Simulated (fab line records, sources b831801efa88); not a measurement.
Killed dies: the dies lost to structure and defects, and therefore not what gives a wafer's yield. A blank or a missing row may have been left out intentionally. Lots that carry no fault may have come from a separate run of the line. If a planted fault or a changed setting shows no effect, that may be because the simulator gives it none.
Problem report, 8D (eight disciplines) form, completed by code / flow gf180mcu / the parts of the form that need people (team, actions taken, sign-off) are left out

1. THE ISSUE
At GF_M4_STRIP_17, stripTimeToEndpointS averages 5.49 s over 6 wafers from 2 lots, while fault-free wafers read 7.37 s, standard deviation 0.051. Relative to the usual mean, that is a shift of -37 standard deviations.
The step: strips in O2/N2.
Earliest sighting: wafer L113.3 on plasmaAsher-01 at day 27 00:22. Wafers with a number at this step in the record: 36, from 12 lots. Rule for "out", or "out of limits": more than 4 standard deviations from the usual mean. Any other wafer with a number is counted as sound.

2. WHAT IT IS AND WHAT IT IS NOT
question=which readings at this step | is=stripTimeToEndpointS, oesProductAu | is not=drypumpMotorCurrentA, heaterPowerW
question=which lots | is=L113, L114 | is not=L105, L107, L108, L116, L118, L120, L123, L124, L125, L126
question=which wafers of those lots | is=all that have a number | is not=-
question=read on which tools | is=plasmaAsher-01, plasmaAsher-03 | is not=plasmaAsher-04
question=when | is=from day 27 00:22 | is not=up to then (9 sound wafers); but 21 sound wafers of L116, L118, L120, L123, L124, L125, L126 came after

3. THE SUSPECTS, EACH WITH WHAT RULES IT OUT
Counting: any tool at a process step up to the reading is kept as a suspect provided that every lot that is out went through it and no sound lot did after the first of them.
- rieMetal-04 at GF_M4_METAL_ETCH_16 (etches the open film in Cl2/BCl3, stops on SiO2, target depth 750.8 nm, time 125.1 s): ruled out as a lasting fault. Sound lots L123 ran on it after its first lot that is out, L113 (day 27 00:14).
Left after counting: nothing in the record.

4. THE CAUSE (what the simulator had put in)
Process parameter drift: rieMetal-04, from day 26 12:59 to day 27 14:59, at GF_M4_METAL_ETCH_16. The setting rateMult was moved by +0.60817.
It was ruled out by counting, in error; the rule expects a fault to strike all lots run on its tool from its start on, and this fault did not.

5. THE EFFECT CHAIN, in route order
Each row: a reading where the mean over the struck wafers with a number is more than 3 standard deviations away from the usual. Only readings for which the record gives a usual standard deviation are gone through. hours: the time from each lot's start at the first step in this table that gives one to its start at this step, as a median over the lots. sigmas: the change in usual standard deviations.
hours=0; step=GF_M4_STRIP_17; reading=oesProductAu; usual=0.537 a.u.; on struck wafers=0.459; change=-0.079; sigmas=-16
hours=0; step=GF_M4_STRIP_17; reading=stripTimeToEndpointS; usual=7.37 s; on struck wafers=5.49; change=-1.88; sigmas=-37
Its process steps:
- GF_M4_STRIP_17: strips in O2/N2.

6. HOW IT WOULD HAVE BEEN CAUGHT EARLIER
First out-of-limits reading in this record: day 27 00:22, which is 11 hours after fault onset at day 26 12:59.
No tool reading at GF_M4_METAL_ETCH_16 that has a usual standard deviation in the record was out on any struck wafer, so an alarm limit of 4 standard deviations on those readings would not have fired.
